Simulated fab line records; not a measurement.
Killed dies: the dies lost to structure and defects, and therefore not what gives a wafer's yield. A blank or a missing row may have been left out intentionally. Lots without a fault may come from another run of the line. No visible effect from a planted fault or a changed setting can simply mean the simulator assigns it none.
fab line records	flow sky130
record: lots: 24	wafers: 72	last_day: 51
route steps=708 shown FIELD_ISO@1 VT_ADJUST_PCH@150 SONOS_ONO@185 METAL1@436 VIA1@459
lots that met no fault: taken from a fault-free run of the same line
start_h: hours from the record's opening day to when the first of the lot's shown wafers began	wait_h: hours since the lot's step before	" unchanged from the row above	L1.1+2: one row covering several wafers at once	- no value, or no start given	* or withheld: withheld	< > ~ a bound
route shown NAME@n: names a module that has steps shown in the file, with the first one's number in the route	usual: mean/standard deviation taken from wafers without a fault	same: alike in all rows	chamber/n: place in a boat	sites: each site's reading	_std_site: how widely they spread, as a standard deviation	_edge_site: outer sites' mean less inner sites'	radius_mm: how far each site lies from the wafer's centre	mask NAME#n: copy n	behind: the most recent tool/chamber to have shaped the wafer	hold: what put the lot on hold/how long, in hours/how the hold closed	device: which transistor (n, p or np) failed to switch	end of line: tests run on the same wafers once the route is complete	step lacking rows: just its recipe	killed: the dies lost at the first sort to structure and to defects; this is not the yield of the wafer	map: shows each die of a wafer: x if killed, . if not, _ if none is there
set.NAME: the setting as run; set.NAME@STEP: as run at that earlier step	model.NAME: the simulator's own value behind a step, which no gauge read
one table for each step of the route and one row for each wafer, over a sample of lots
services: from which hour (start_h, from the record's first day; less than 0 if before it) a tool's chamber was out of use, for how many hours, and why
== steps ==
step: SKY_FIELD_ISO_BOW_MEAS_00
recipe: mode: bow
usual: INCOMING_BOW: 0/6
lot.wafer	tool	chamber	start_h	wait_h	INCOMING_BOW[um]
L074.3	film_metro-04	-	10.04	-	0
L074.4	"	-	"	"	2
L074.5	"	-	"	"	5
L075.2	film_metro-01	-	15.02	-	7
L075.3	"	-	"	"	0
L075.5	"	-	"	"	4
L076.2	film_metro-01	-	20.02	-	-4
L076.3	"	-	"	"	8
L076.5	"	-	"	"	0
L077.2	film_metro-04	-	25.02	-	5
L077.5	"	-	"	"	2
L077.6	"	-	"	"	6
L078.2	film_metro-04	-	30.02	-	8
L078.3	"	-	"	"	3
L078.4	"	-	"	"	2
L079.1	film_metro-01	-	35.05	-	2
L079.2	"	-	"	"	-13
L079.4	"	-	"	"	-5
L080.1	film_metro-04	-	40.00	-	-1
L080.2	"	-	"	"	-9
L080.6	"	-	"	"	2
L081.3	film_metro-03	-	45.04	-	11
L081.5	"	-	"	"	0
L081.6	"	-	"	"	15
L082.4	film_metro-03	-	50.06	-	0
L082.5	"	-	"	"	-2
L082.6	"	-	"	"	7
L083.2	film_metro-04	-	55.02	-	6
L083.5	"	-	"	"	-6
L083.6	"	-	"	"	6
L084.2	film_metro-03	-	60.02	-	2
L084.3	"	-	"	"	-8
L084.6	"	-	"	"	5
L085.2	film_metro-01	-	65.02	-	1
L085.3	"	-	"	"	-2
L085.5	"	-	"	"	2
L086.1	film_metro-03	-	70.00	-	2
L086.2	"	-	"	"	6
L086.5	"	-	"	"	8
L087.3	film_metro-01	-	75.04	-	6
L087.4	"	-	"	"	-8
L087.6	"	-	"	"	-1
L088.2	film_metro-04	-	80.02	-	2
L088.3	"	-	"	"	-3
L088.5	"	-	"	"	7
L089.1	film_metro-01	-	85.00	-	2
L089.2	"	-	"	"	9
L089.3	"	-	"	"	-2
L090.3	film_metro-04	-	90.04	-	4
L090.4	"	-	"	"	-7
L090.6	"	-	"	"	0
L091.3	film_metro-01	-	95.04	-	6
L091.4	"	-	"	"	4
L091.5	"	-	"	"	2
L092.2	film_metro-04	-	100.02	-	-4
L092.4	"	-	"	"	4
L092.6	"	-	"	"	9
L093.3	film_metro-01	-	105.04	-	-3
L093.5	"	-	"	"	-4
L093.6	"	-	"	"	10
L094.3	film_metro-03	-	110.04	-	-9
L094.4	"	-	"	"	-2
L094.5	"	-	"	"	-12
L095.2	film_metro-04	-	115.02	-	8
L095.3	"	-	"	"	-1
L095.4	"	-	"	"	-6
L096.1	film_metro-03	-	120.00	-	8
L096.3	"	-	"	"	-1
L096.6	"	-	"	"	-9
L097.1	film_metro-03	-	125.00	-	0
L097.2	"	-	"	"	-6
L097.6	"	-	"	"	7
step: SKY_VT_ADJUST_PCH_OVL_MEAS_07
usual: VT_ADJUST_PCH_OVL: 0.3/1.1
lot.wafer	tool	chamber	start_h	wait_h	VT_ADJUST_PCH_OVL[nm]
L074.3	overlay-02	-	227.33	-	0.0
L074.4	"	-	"	"	-1.2
L074.5	"	-	"	"	-0.8
L076.2	overlay-02	-	244.52	-	-0.8
L076.3	"	-	"	"	-0.9
L076.5	"	-	"	"	-1.6
L075.2	overlay-02	-	245.35	-	-0.5
L075.3	"	-	"	"	-1.2
L075.5	"	-	"	"	0.1
L077.2	overlay-01	-	255.10	-	1.0
L077.5	"	-	"	"	2.1
L077.6	"	-	"	"	0.2
L078.2	overlay-01	-	259.82	-	-0.5
L078.3	"	-	"	"	1.6
L078.4	"	-	"	"	1.0
L079.1	overlay-02	-	267.99	-	1.5
L079.2	"	-	"	"	3.4
L079.4	"	-	"	"	2.2
L080.1	overlay-02	-	268.32	-	-1.5
L080.2	"	-	"	"	-0.2
L080.6	"	-	"	"	-1.3
L081.3	overlay-01	-	281.60	-	-0.4
L081.5	"	-	"	"	0.3
L081.6	"	-	"	"	0.7
L082.4	overlay-02	-	287.71	-	0.8
L082.5	"	-	"	"	-0.1
L082.6	"	-	"	"	1.1
L083.2	overlay-01	-	296.04	-	3.2
L083.5	"	-	"	"	0.7
L083.6	"	-	"	"	2.8
L084.2	overlay-01	-	301.72	-	-0.2
L084.3	"	-	"	"	-2.6
L084.6	"	-	"	"	-1.9
L085.2	overlay-02	-	310.22	-	-0.4
L085.3	"	-	"	"	-0.4
L085.5	"	-	"	"	-0.8
L086.1	overlay-02	-	318.47	-	0.2
L086.2	"	-	"	"	1.5
L086.5	"	-	"	"	0.0
L087.3	overlay-02	-	324.85	-	-0.1
L087.4	"	-	"	"	-1.0
L087.6	"	-	"	"	-1.0
L088.2	overlay-02	-	334.52	-	0.1
L088.3	"	-	"	"	1.2
L088.5	"	-	"	"	2.5
L089.1	overlay-02	-	342.12	-	-0.7
L089.2	"	-	"	"	-0.5
L089.3	"	-	"	"	0.7
L090.3	overlay-02	-	351.73	-	0.6
L090.4	"	-	"	"	1.7
L090.6	"	-	"	"	1.1
L091.3	overlay-02	-	357.38	-	-0.8
L091.4	"	-	"	"	0.3
L091.5	"	-	"	"	-0.3
L092.2	overlay-02	-	363.59	-	0.1
L092.4	"	-	"	"	-1.3
L092.6	"	-	"	"	-1.6
L093.3	overlay-02	-	373.95	-	1.0
L093.5	"	-	"	"	1.0
L093.6	"	-	"	"	-0.5
L094.3	overlay-01	-	380.20	-	0.2
L094.4	"	-	"	"	-0.4
L094.5	"	-	"	"	-0.4
L095.2	overlay-01	-	393.07	-	1.3
L095.3	"	-	"	"	0.9
L095.4	"	-	"	"	1.5
L096.1	overlay-01	-	398.44	-	-0.1
L096.3	"	-	"	"	-0.2
L096.6	"	-	"	"	-0.2
L097.1	overlay-02	-	400.24	-	-0.7
L097.2	"	-	"	"	-0.5
L097.6	"	-	"	"	0.5
step: SKY_SONOS_ONO_STRIP_17
recipe: chemistry: O2/N2	power_w: 1400	pressure_mtorr: 1500	platen_temp_c: withheld	o2_flow_sccm: 3000	n2_flow_sccm: 300	overash_fraction: 0.5
usual: drypump_motor_current_A: 5.98/0.23	o2_flow_sccm: 3000/9.3	oes_product_au: 0.709/0.0038	strip_time_to_endpoint_s: 14.10/0.039
lot.wafer	tool	chamber	start_h	wait_h	drypump_motor_current_A	o2_flow_sccm	oes_product_au	rf_hours_counter_h	strip_time_to_endpoint_s
L074.3	plasma_asher-02	0	281.24	0.0	6.26	3008	0.718	-	14.06
L074.4	"	1	"	"	5.81	3006	0.706	-	14.07
L074.5	"	1	"	"	5.80	3003	0.710	-	14.08
L075.2	plasma_asher-04	0	302.29	0.0	6.38	2988	0.712	46	14.07
L075.3	"	1	"	"	5.75	3006	0.708	-	14.08
L075.5	"	1	"	"	5.76	3010	0.708	-	14.13
L076.2	plasma_asher-01	0	302.59	0.0	5.81	2990	0.710	63	14.10
L076.3	"	0	"	"	5.82	3007	0.712	-	14.07
L076.5	"	1	"	"	5.97	2986	0.706	-	14.08
L077.2	plasma_asher-02	1	313.43	0.0	5.81	3012	0.713	20	14.08
L077.5	"	0	"	"	6.32	3000	0.704	-	14.05
L077.6	"	1	"	"	5.80	3011	0.704	-	14.05
L078.2	plasma_asher-01	1	316.18	0.0	5.99	2987	0.704	64	14.16
L078.3	"	1	"	"	5.99	2992	0.706	-	14.19
L078.4	"	0	"	"	5.80	2995	0.710	-	14.20
L079.1	plasma_asher-01	1	323.01	0.0	5.97	2992	0.711	65	14.13
L079.2	"	0	"	"	5.84	2995	0.714	65	14.10
L079.4	"	0	"	"	5.81	3004	0.710	-	14.10
L080.1	plasma_asher-04	1	323.76	0.0	5.78	3011	0.704	49	14.07
L080.2	"	0	"	"	6.35	2984	0.711	49	14.11
L080.6	"	0	"	"	6.39	2989	0.703	-	14.08
L081.3	plasma_asher-01	0	338.11	0.0	5.81	2988	0.709	-	14.09
L081.5	"	0	"	"	5.81	2996	0.711	-	14.06
L081.6	"	1	"	"	5.98	2999	0.701	-	14.09
L082.4	plasma_asher-01	1	348.88	0.0	5.98	2998	0.705	-	14.14
L082.5	"	0	"	"	5.81	3008	0.710	-	14.11
L082.6	"	1	"	"	6.00	2999	0.706	-	14.13
L083.2	plasma_asher-04	0	355.00	0.0	6.35	2973	0.707	52	14.14
L083.5	"	0	"	"	6.35	3000	0.707	-	14.14
L083.6	"	1	"	"	5.79	2993	0.710	-	14.15
L084.2	plasma_asher-02	1	359.48	0.0	5.81	3021	0.706	25	14.13
L084.3	"	0	"	"	6.32	3004	0.708	-	14.14
L084.6	"	0	"	"	6.33	3000	0.707	-	14.12
L085.2	plasma_asher-01	0	370.80	0.0	5.81	2993	0.705	69	14.07
L085.3	"	1	"	"	6.02	2995	0.711	-	14.09
L085.5	"	1	"	"	5.99	3010	0.704	-	14.02
L086.1	plasma_asher-04	0	378.06	0.0	6.36	3023	0.708	54	14.10
L086.2	"	1	"	"	5.81	3001	0.710	54	14.10
L086.5	"	1	"	"	5.77	3001	0.707	-	14.11
L087.3	plasma_asher-01	0	386.88	0.0	5.81	3011	0.706	-	14.12
L087.4	"	1	"	"	5.99	3005	0.710	-	14.09
L087.6	"	1	"	"	6.01	3009	0.705	-	14.14
L088.2	plasma_asher-01	0	400.31	0.0	5.81	2998	0.711	72	14.06
L088.3	"	0	"	"	5.82	2999	0.711	-	14.07
L088.5	"	0	"	"	5.83	3006	0.710	-	14.06
L089.1	plasma_asher-04	0	413.29	0.0	6.38	3014	0.711	58	14.08
L089.2	"	1	"	"	5.75	2991	0.701	58	14.10
L089.3	"	1	"	"	5.77	3001	0.711	-	14.11
L090.3	plasma_asher-02	1	422.66	0.0	5.80	3007	0.713	-	14.13
L090.4	"	0	"	"	6.35	2996	0.711	-	14.09
L090.6	"	1	"	"	5.81	3001	0.712	-	14.09
L091.3	plasma_asher-04	0	422.96	0.0	6.41	3004	0.709	-	14.15
L091.4	"	1	"	"	5.73	3009	0.711	-	14.15
L091.5	"	0	"	"	6.38	3003	0.705	-	14.12
L092.2	plasma_asher-01	0	435.08	0.0	5.81	2985	0.721	0	14.13
L092.4	"	1	"	"	6.01	3000	0.707	-	14.14
L092.6	"	0	"	"	5.81	2991	0.710	-	14.08
L093.3	plasma_asher-02	0	444.93	0.0	6.29	2993	0.701	-	14.07
L093.5	"	0	"	"	6.34	3002	0.712	-	14.09
L093.6	"	1	"	"	5.82	2982	0.713	-	14.09
L094.3	plasma_asher-01	1	446.56	0.0	5.98	2994	0.705	-	14.09
L094.4	"	0	"	"	5.80	2997	0.705	-	14.05
L094.5	"	0	"	"	5.81	3014	0.716	-	14.08
L096.1	plasma_asher-01	0	502.40	0.0	5.80	3000	0.712	5	14.03
L096.3	"	1	"	"	5.96	3007	0.707	-	14.05
L096.6	"	0	"	"	5.81	2995	0.705	-	14.06
L097.1	plasma_asher-01	0	503.00	0.0	5.82	3010	0.706	5	14.04
L097.2	"	1	"	"	6.00	3017	0.711	5	14.04
L097.6	"	0	"	"	5.81	2999	0.713	-	14.07
L095.2	plasma_asher-04	0	503.23	0.0	6.40	3007	0.706	68	14.05
L095.3	"	0	"	"	6.40	3006	0.710	-	14.05
L095.4	"	1	"	"	5.80	2997	0.710	-	14.08
step: SKY_METAL1_SPUTTER_02
recipe: material: AlCu	target_thk_nm: 250	power_w: 10600	time_s: 13.3	chamber_pressure_pa: 0.4
usual: throttle_valve_pct: 29.5/1.1
same: time_s: 13.3
lot.wafer	tool	chamber	start_h	wait_h	throttle_valve_pct
L074.3	pvd_sputter-02	-	740.60	0.0	29.9
L074.4	"	-	"	"	29.3
L074.5	"	-	"	"	29.8
L076.2	pvd_sputter-02	-	766.38	0.0	29.2
L076.3	"	-	"	"	30.1
L076.5	"	-	"	"	30.0
L075.2	pvd_sputter-04	-	766.73	0.0	28.9
L075.3	"	-	"	"	30.7
L075.5	"	-	"	"	28.8
L078.2	pvd_sputter-04	-	773.05	0.0	30.1
L078.3	"	-	"	"	29.6
L078.4	"	-	"	"	28.9
L077.2	pvd_sputter-02	-	774.00	0.0	29.7
L077.5	"	-	"	"	30.1
L077.6	"	-	"	"	29.3
L079.1	pvd_sputter-01	-	780.59	0.0	29.8
L079.2	"	-	"	"	29.8
L079.4	"	-	"	"	32.0
L080.1	pvd_sputter-02	-	780.90	0.0	27.0
L080.2	"	-	"	"	29.1
L080.6	"	-	"	"	29.0
L081.3	pvd_sputter-02	-	798.50	0.0	29.4
L081.5	"	-	"	"	27.1
L081.6	"	-	"	"	29.3
L083.2	pvd_sputter-04	-	811.68	0.0	30.1
L083.5	"	-	"	"	30.0
L083.6	"	-	"	"	29.0
L082.4	pvd_sputter-04	-	813.02	0.0	29.2
L082.5	"	-	"	"	30.3
L082.6	"	-	"	"	30.4
L084.2	pvd_sputter-04	-	817.37	0.0	29.0
L084.3	"	-	"	"	30.6
L084.6	"	-	"	"	28.9
L085.2	pvd_sputter-02	-	836.07	0.0	26.9
L085.3	"	-	"	"	29.2
L085.5	"	-	"	"	27.0
L086.1	pvd_sputter-01	-	838.45	0.0	32.1
L086.2	"	-	"	"	29.8
L086.5	"	-	"	"	31.9
L087.3	pvd_sputter-02	-	841.61	0.0	27.0
L087.4	"	-	"	"	29.9
L087.6	"	-	"	"	29.8
L088.2	pvd_sputter-04	-	854.91	0.0	30.2
L088.3	"	-	"	"	29.6
L088.5	"	-	"	"	28.9
L089.1	pvd_sputter-02	-	865.46	0.0	29.4
L089.2	"	-	"	"	30.0
L089.3	"	-	"	"	27.0
L090.3	pvd_sputter-02	-	867.91	0.0	27.0
L090.4	"	-	"	"	30.2
L090.6	"	-	"	"	29.4
L091.3	pvd_sputter-02	-	869.43	0.0	27.1
L091.4	"	-	"	"	29.2
L091.5	"	-	"	"	30.0
L092.2	pvd_sputter-01	-	879.70	0.0	29.8
L092.4	"	-	"	"	30.2
L092.6	"	-	"	"	29.9
L094.3	pvd_sputter-04	-	889.93	0.0	30.1
L094.4	"	-	"	"	29.7
L094.5	"	-	"	"	29.7
L093.3	pvd_sputter-02	-	891.43	0.0	30.0
L093.5	"	-	"	"	29.6
L093.6	"	-	"	"	27.3
L096.1	pvd_sputter-02	-	935.19	0.0	29.4
L096.3	"	-	"	"	30.0
L096.6	"	-	"	"	29.3
L097.1	pvd_sputter-04	-	936.77	0.0	30.5
L097.2	"	-	"	"	28.7
L097.6	"	-	"	"	29.9
L095.2	pvd_sputter-01	-	940.22	0.0	29.8
L095.3	"	-	"	"	30.2
L095.4	"	-	"	"	31.8
step: SKY_VIA1_THK_MEAS_01
recipe: reads: SiO2_of_VIA1_HDPCVD_00
usual: VIA1_HDPCVD_THK: 1033/9.2
lot.wafer	tool	chamber	start_h	wait_h	VIA1_HDPCVD_THK[nm]
L074.3	film_metro-04	-	768.41	0.1	1036
L074.4	"	-	"	"	1034
L074.5	"	-	"	"	1032
L076.2	film_metro-03	-	794.62	0.1	1048
L076.3	"	-	"	"	1041
L076.5	"	-	"	"	1047
L075.2	film_metro-02	-	794.97	0.1	1026
L075.3	"	-	"	"	1031
L075.5	"	-	"	"	1030
L078.2	film_metro-04	-	800.98	0.1	1028
L078.3	"	-	"	"	1046
L078.4	"	-	"	"	1033
L077.2	film_metro-04	-	801.92	0.1	1025
L077.5	"	-	"	"	1054
L077.6	"	-	"	"	1058
L079.1	film_metro-03	-	808.28	0.1	1023
L079.2	"	-	"	"	1040
L079.4	"	-	"	"	1018
L080.1	film_metro-04	-	808.63	0.1	1039
L080.2	"	-	"	"	1015
L080.6	"	-	"	"	1028
L081.3	film_metro-02	-	825.98	0.1	1037
L081.5	"	-	"	"	1016
L081.6	"	-	"	"	1029
L083.2	film_metro-02	-	838.80	0.1	1032
L083.5	"	-	"	"	1023
L083.6	"	-	"	"	1036
L082.4	film_metro-02	-	840.67	0.0	1031
L082.5	"	-	"	"	1025
L082.6	"	-	"	"	1018
L084.2	film_metro-04	-	844.90	0.1	1047
L084.3	"	-	"	"	1037
L084.6	"	-	"	"	1028
L085.2	film_metro-04	-	863.02	0.1	1041
L085.3	"	-	"	"	1041
L085.5	"	-	"	"	1045
L086.1	film_metro-04	-	865.49	0.1	1033
L086.2	"	-	"	"	1031
L086.5	"	-	"	"	1040
L087.3	film_metro-02	-	868.74	0.1	1022
L087.4	"	-	"	"	1022
L087.6	"	-	"	"	1027
L088.2	film_metro-03	-	881.72	0.1	1023
L088.3	"	-	"	"	1036
L088.5	"	-	"	"	1030
L089.1	film_metro-04	-	892.68	0.1	1024
L089.2	"	-	"	"	1034
L089.3	"	-	"	"	1031
L090.3	film_metro-03	-	895.03	0.1	1036
L090.4	"	-	"	"	1035
L090.6	"	-	"	"	1040
L091.3	film_metro-04	-	896.84	0.1	1021
L091.4	"	-	"	"	1023
L091.5	"	-	"	"	1021
L092.2	film_metro-04	-	907.47	0.1	1030
L092.4	"	-	"	"	1020
L092.6	"	-	"	"	1032
L094.3	film_metro-02	-	916.48	0.1	1039
L094.4	"	-	"	"	1031
L094.5	"	-	"	"	1029
L093.3	film_metro-04	-	917.88	0.1	1033
L093.5	"	-	"	"	1036
L093.6	"	-	"	"	1029
L096.1	film_metro-03	-	961.21	0.1	1042
L096.3	"	-	"	"	1033
L096.6	"	-	"	"	1031
L097.1	film_metro-02	-	962.96	0.1	1036
L097.2	"	-	"	"	1044
L097.6	"	-	"	"	1042
L095.2	film_metro-02	-	966.32	0.1	1049
L095.3	"	-	"	"	1026
L095.4	"	-	"	"	1020
step: SKY_VIA1_STRIP_16
recipe: chemistry: O2/N2	power_w: 1400	pressure_mtorr: 1500	platen_temp_c: withheld	o2_flow_sccm: 3000	n2_flow_sccm: 300	overash_fraction: 0.5
usual: drypump_motor_current_A: 6.0/0.36	o2_flow_sccm: 2999/9.3	oes_product_au: 0.415/0.0048	strip_time_to_endpoint_s: 4.454/0.024
lot.wafer	tool	chamber	start_h	wait_h	drypump_motor_current_A	o2_flow_sccm	oes_product_au	rf_hours_counter_h	strip_time_to_endpoint_s
L074.3	plasma_asher-01	1	795.52	0.1	6.0	3001	0.417	-	4.429
L074.4	"	0	"	"	5.8	2997	0.418	-	4.446
L074.5	"	0	"	"	5.8	2993	0.417	-	4.438
L076.2	plasma_asher-01	1	821.33	0.0	6.0	2989	0.415	36	4.465
L076.3	"	0	"	"	5.8	2985	0.410	-	4.431
L076.5	"	1	"	"	6.0	2992	0.413	-	4.458
L075.2	plasma_asher-04	0	821.88	0.0	6.4	3005	0.421	101	4.468
L075.3	"	0	"	"	6.4	2999	0.416	-	4.432
L075.5	"	1	"	"	5.8	2989	0.419	-	4.426
L078.2	plasma_asher-01	1	827.73	0.0	6.0	2990	0.408	37	4.417
L078.3	"	1	"	"	6.0	2999	0.411	-	4.505
L078.4	"	0	"	"	5.8	3001	0.414	-	4.474
L077.2	plasma_asher-03	0	828.38	0.0	6.6	2983	0.421	8	4.471
L077.5	"	0	"	"	6.6	3000	0.414	-	4.446
L077.6	"	1	"	"	5.4	3008	0.420	-	4.455
L079.1	plasma_asher-01	1	834.98	0.0	6.0	3009	0.414	38	4.468
L079.2	"	0	"	"	5.8	3020	0.412	38	4.478
L079.4	"	0	"	"	5.8	3017	0.419	-	4.461
L080.1	plasma_asher-04	0	835.58	0.0	6.4	2992	0.408	102	4.417
L080.2	"	1	"	"	5.8	3003	0.410	102	4.436
L080.6	"	0	"	"	6.4	2998	0.404	-	4.415
L081.3	plasma_asher-01	0	852.66	0.1	5.8	2991	0.412	-	4.461
L081.5	"	0	"	"	5.8	3010	0.414	-	4.488
L081.6	"	1	"	"	6.0	3002	0.408	-	4.467
L083.2	plasma_asher-03	1	865.18	0.0	5.4	3000	0.413	12	4.435
L083.5	"	1	"	"	5.4	2989	0.424	-	4.482
L083.6	"	0	"	"	6.6	2999	0.414	-	4.455
L082.4	plasma_asher-04	1	866.77	0.1	5.8	3000	0.414	-	4.450
L082.5	"	1	"	"	5.8	3006	0.422	-	4.462
L082.6	"	0	"	"	6.4	3009	0.419	-	4.461
L084.2	plasma_asher-04	0	871.38	0.0	6.4	2982	0.422	105	4.455
L084.3	"	1	"	"	5.8	2983	0.419	-	4.461
L084.6	"	0	"	"	6.4	3000	0.419	-	4.447
L085.2	plasma_asher-01	1	889.73	0.0	6.0	3003	0.413	43	4.490
L085.3	"	1	"	"	6.0	2996	0.417	-	4.523
L085.5	"	0	"	"	5.8	2994	0.415	-	4.475
L086.1	plasma_asher-04	1	892.73	0.0	5.8	2994	0.414	108	4.426
L086.2	"	0	"	"	6.4	2993	0.418	108	4.458
L086.5	"	1	"	"	5.8	2988	0.410	-	4.467
L087.3	plasma_asher-03	0	895.61	0.1	6.6	2998	0.414	-	4.480
L087.4	"	1	"	"	5.4	3002	0.420	-	4.457
L087.6	"	1	"	"	5.4	3000	0.414	-	4.471
L088.2	plasma_asher-01	0	908.18	0.0	5.8	2993	0.419	45	4.492
L088.3	"	0	"	"	5.8	2995	0.410	-	4.418
L088.5	"	0	"	"	5.8	2999	0.414	-	4.450
L089.1	plasma_asher-01	0	918.72	0.0	5.8	3001	0.418	46	4.428
L089.2	"	1	"	"	6.0	3006	0.406	46	4.406
L089.3	"	0	"	"	5.8	3018	0.423	-	4.439
L090.3	plasma_asher-03	0	920.87	0.1	6.6	3002	0.414	-	4.453
L090.4	"	1	"	"	5.4	3004	0.416	-	4.424
L090.6	"	0	"	"	6.6	3004	0.426	-	4.454
L091.3	plasma_asher-01	1	922.92	0.1	6.0	2993	0.416	-	4.484
L091.4	"	0	"	"	5.8	3006	0.415	-	4.442
L091.5	"	1	"	"	6.0	2994	0.424	-	4.441
L092.2	plasma_asher-03	0	933.43	0.0	6.6	3020	0.418	18	4.429
L092.4	"	1	"	"	5.5	3011	0.414	-	4.439
L092.6	"	1	"	"	5.5	3002	0.411	-	4.407
L094.3	plasma_asher-03	0	941.81	0.1	6.6	2999	0.408	-	4.470
L094.4	"	1	"	"	5.4	2981	0.417	-	4.448
L094.5	"	1	"	"	5.5	2992	0.415	-	4.444
L093.3	plasma_asher-04	0	943.86	0.1	6.4	3000	0.421	-	4.446
L093.5	"	0	"	"	6.4	2999	0.412	-	4.436
L093.6	"	1	"	"	5.8	3001	0.414	-	4.453
L096.1	plasma_asher-04	1	985.78	0.0	5.8	3012	0.409	117	4.435
L096.3	"	0	"	"	6.4	3013	0.414	-	4.454
L096.6	"	0	"	"	6.4	2999	0.425	-	4.491
L097.1	plasma_asher-03	1	986.73	0.0	5.5	2992	0.407	23	4.420
L097.2	"	0	"	"	6.6	3005	0.420	23	4.503
L097.6	"	1	"	"	5.5	3011	0.413	-	4.443
L095.2	plasma_asher-04	1	989.73	0.0	5.8	2995	0.412	117	4.503
L095.3	"	1	"	"	5.7	2999	0.421	-	4.469
L095.4	"	0	"	"	6.4	2993	0.414	-	4.470
== services ==
tool	chamber	start_h	hours	kind
plasma_asher-04	-	284.07	14.6	pm
plasma_asher-04	-	298.67	2.8	pm
plasma_asher-04	-	303.85	0.3	repair
plasma_asher-01	-	362.83	4.4	repair
pvd_sputter-02	-	395.30	2.6	repair
pvd_sputter-02	-	418.67	19.5	repair
plasma_asher-01	-	421.25	9.0	pm
plasma_asher-01	-	456.16	15.4	repair
pvd_sputter-02	-	505.90	11.0	repair
plasma_asher-03	-	541.40	10.2	repair
pvd_sputter-02	-	618.48	8.9	repair
pvd_sputter-02	-	648.85	3.4	repair
plasma_asher-03	-	649.88	4.2	repair
pvd_sputter-02	-	671.33	1.2	repair
pvd_sputter-02	-	678.80	2.5	repair
plasma_asher-01	-	732.68	15.6	pm
plasma_asher-03	-	733.75	9.0	pm
pvd_sputter-02	-	740.95	5.5	repair
plasma_asher-01	-	756.93	2.8	pm
plasma_asher-04	-	787.98	3.2	repair
pvd_sputter-02	-	820.47	1.4	repair
plasma_asher-04	-	825.93	1.8	repair
pvd_sputter-02	-	919.42	3.8	repair
pvd_sputter-04	-	944.69	2.5	repair
== key ==
fault none
